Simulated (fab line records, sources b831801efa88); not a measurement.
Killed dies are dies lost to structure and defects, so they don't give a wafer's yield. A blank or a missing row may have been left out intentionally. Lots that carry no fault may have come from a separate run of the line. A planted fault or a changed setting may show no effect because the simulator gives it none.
Chamber matching || flow gf180mcu || GF_V1_CVD_02 on pecvd-03: 3 sister chambers
The step deposits SiO2 from TEOS, target thk 850 nm, time 94.851 s. 6 wafers are shown with their chamber, then 7 later ones without.

== WAFERS, EACH WITH ITS CHAMBER ==
{"wafer": "L426.4", "chamber": 0, "heater power w (W)": 694, "susceptor temp C (C)": 400.26}
{"wafer": "L429.2", "chamber": 0, "heater power w (W)": 743, "susceptor temp C (C)": 400.14}
{"wafer": "L429.3", "chamber": 1, "heater power w (W)": 789, "susceptor temp C (C)": 400.01}
{"wafer": "L429.5", "chamber": 1, "heater power w (W)": 828, "susceptor temp C (C)": 400.11}
{"wafer": "L432.1", "chamber": 2, "heater power w (W)": 550, "susceptor temp C (C)": 399.88}
{"wafer": "L432.4", "chamber": 2, "heater power w (W)": 618, "susceptor temp C (C)": 400.02}

== WAFERS WHOSE CHAMBER IS MISSING ==
{"wafer": "L432.5", "heater power w (W)": 792, "susceptor temp C (C)": 399.82}
{"wafer": "L438.3", "heater power w (W)": 669, "susceptor temp C (C)": 400.26}
{"wafer": "L438.5", "heater power w (W)": 680, "susceptor temp C (C)": 400.13}
{"wafer": "L438.6", "heater power w (W)": 711, "susceptor temp C (C)": 400.19}
{"wafer": "L441.1", "heater power w (W)": 569, "susceptor temp C (C)": 399.82}
{"wafer": "L441.3", "heater power w (W)": 787, "susceptor temp C (C)": 400.14}
{"wafer": "L441.5", "heater power w (W)": 733, "susceptor temp C (C)": 399.92}

== WHICH CHAMBER EACH WENT THROUGH ==
{"wafer": "L432.5", "from the rows above": 1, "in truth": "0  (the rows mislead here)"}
{"wafer": "L438.3", "from the rows above": 0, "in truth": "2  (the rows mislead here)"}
{"wafer": "L438.5", "from the rows above": "can't be placed: 0 or 2", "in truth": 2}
{"wafer": "L438.6", "from the rows above": 0, "in truth": 0}
{"wafer": "L441.1", "from the rows above": 2, "in truth": 2}
{"wafer": "L441.3", "from the rows above": "can't be placed: 1 or 0", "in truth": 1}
{"wafer": "L441.5", "from the rows above": "can't be placed: 1 or 0 or 2", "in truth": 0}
Placed correctly: 2 of 7. Can't be placed from these rows: 3 (the true chamber is among the candidates in 3). 2 placed wrongly.
How it was worked out, from the rows above alone: a wafer's distance from a chamber is the root of the sum, over the readings, of the square of ((its reading less the chamber's mean) divided by the reading's scatter). If the next closest chamber is less than 2 further off than the closest, the wafer can't be placed; otherwise it belongs to the closest. Each chamber's mean is taken over the wafers shown for it. The scatter: take each reading less its chamber's mean, square it, sum over the shown wafers, divide by the number of wafers less the number of chambers, and take the root.
